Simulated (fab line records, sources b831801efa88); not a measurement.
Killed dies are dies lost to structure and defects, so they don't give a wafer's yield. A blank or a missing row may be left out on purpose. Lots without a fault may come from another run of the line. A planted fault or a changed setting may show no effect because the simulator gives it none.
A struck lot beside a sound one | flow sky130 | 15 steps out of a route of 708
Sound: wafers L776.2, L776.4, L776.6. Struck: wafer L783.6. (L783.1, L783.3 of the same lot were not struck and are left out.) The cause comes at the end.
At each step with rows: each side's tool, then ch and its chambers, then its first start. Under that, the readings that differ: sound wafers | struck wafers | difference of the means | sigmas: that difference in standard deviations of wafers without a fault.
alike: readings whose means differ by less than 2 such deviations, and words and numbers that are the same on both sides. not compared: withheld readings, readings that some wafer has no value for, bounds like >300 that may hide the same value, and numbers for which the record gives no deviation and whose values overlap.
The two part at a step that has a row with sigmas, a row that says differs or no value, or rows on one side only. Numbers that don't overlap but have no deviation are shown without sigmas and don't part them. A reading that every wafer of one side lacks parts them only if that side has two wafers or more.

first, 3 steps without rows for these wafers: SKY_LI_CONTACT_EXPOSE_09 (exposes mask LICM1, target cd 170 nm); SKY_LI_CONTACT_PEB_10; SKY_LI_CONTACT_DEVELOP_11 (develop time 60 s).
SKY_LI_CONTACT_CD_MEAS_12: target cd 170 nm.
  sound on cd_sem-02, day 29 14:35; struck on cd_sem-01, day 33 16:11
  alike: cd_nm
SKY_LI_CONTACT_OVL_MEAS_13:
  sound on overlay-01, day 29 14:41; struck on overlay-01, day 33 16:18
  alike: LI_CONTACT_OVL
SKY_LI_CONTACT_ETCH_14: etches BARC in N2/H2, stops on SiO2, time 45.9 s, target depth 60 nm.
  sound on rie_diel-04 ch 0,1,3, day 29 14:43; struck on rie_diel-03 ch 0, day 33 16:20
  alike: drypump_motor_current_A, oes_product_au, rf_fwd_power_W, throttle_valve_pct
  not compared: rf_hours_counter_h
SKY_LI_CONTACT_ETCH_15: etches PSG in C4F8/O2/Ar, stops on Si, target depth 600 nm.
  sound on rie_diel-04 ch 0,1,3, day 29 14:46; struck on rie_diel-03 ch 0, day 33 16:23
  reading            | sound          | struck | difference | sigmas
  rf_fwd_power_W (W) | 1480 1494 1493 | 1506   | +17        | +3
  alike: oes_product_au
SKY_LI_CONTACT_STRIP_16: strips in O2/N2.
  sound on plasma_asher-02 ch 0,1, day 29 14:51; struck on plasma_asher-03 ch 0, day 33 16:28
  alike: drypump_motor_current_A, oes_product_au, strip_time_to_endpoint_s
  not compared: rf_hours_counter_h
then, 2 steps without rows for these wafers: SKY_LI_CONTACT_CLEAN_17 (cleans in NMP, time 600 s); SKY_LI_CONTACT_PRE_CLEAN_18 (time 5.6 s).
SKY_LI_CONTACT_SPUTTER_19: material Ti, target thk 20 nm, time 106.37 s.
  sound on pvd_sputter-02, day 29 15:11; struck on pvd_sputter-02, day 33 16:46
  alike: throttle_valve_pct
SKY_LI_CONTACT_SPUTTER_20: material TiN, target thk 20 nm, time 80 s.
  sound on pvd_sputter-02, day 29 15:16; struck on pvd_sputter-02, day 33 16:50
  alike: throttle_valve_pct
SKY_LI_CONTACT_CVD_21: deposits W, target thk 400 nm, time 120.56 s.
  sound on cvd_w-01 ch 0,1, day 29 15:19; struck on cvd_w-01 ch 0, day 33 16:54
  reading                      | sound             | struck | difference | sigmas
  chamber_pressure_Torr (Torr) | 40.06 39.89 39.91 | 38.77  | -1.18      | -16
  alike: heater_power_w
SKY_LI_CONTACT_RS_MEAS_22: measures by four-point-probe.
  sound on film_metro-01, day 29 15:28; struck on film_metro-01, day 33 17:01
  alike: LI_CONTACT_W_RS
-- the record jumps here: 16 days lie between the struck wafers' starts before and after (it left off in module LI_CONTACT and takes up again in module PAD_OPEN, whose first step shown is number 708 of the route) --
SKY_PAD_OPEN_PROBE_99:
  sound on prober-02, day 46 04:10; struck on prober-01, day 49 05:27
  alike: killed_at_M0_to_M3, killed_at_M4_up, killed_at_contacts, killed_at_front_end, killed_at_other, killed_dies, killed_open, killed_short

WHERE THEY PART
First at SKY_LI_CONTACT_ETCH_15; last, within this record, at SKY_LI_CONTACT_CVD_21. Later steps at which nothing parts them and some readings are alike: SKY_LI_CONTACT_RS_MEAS_22, SKY_PAD_OPEN_PROBE_99.

WHY: what the simulator had put in
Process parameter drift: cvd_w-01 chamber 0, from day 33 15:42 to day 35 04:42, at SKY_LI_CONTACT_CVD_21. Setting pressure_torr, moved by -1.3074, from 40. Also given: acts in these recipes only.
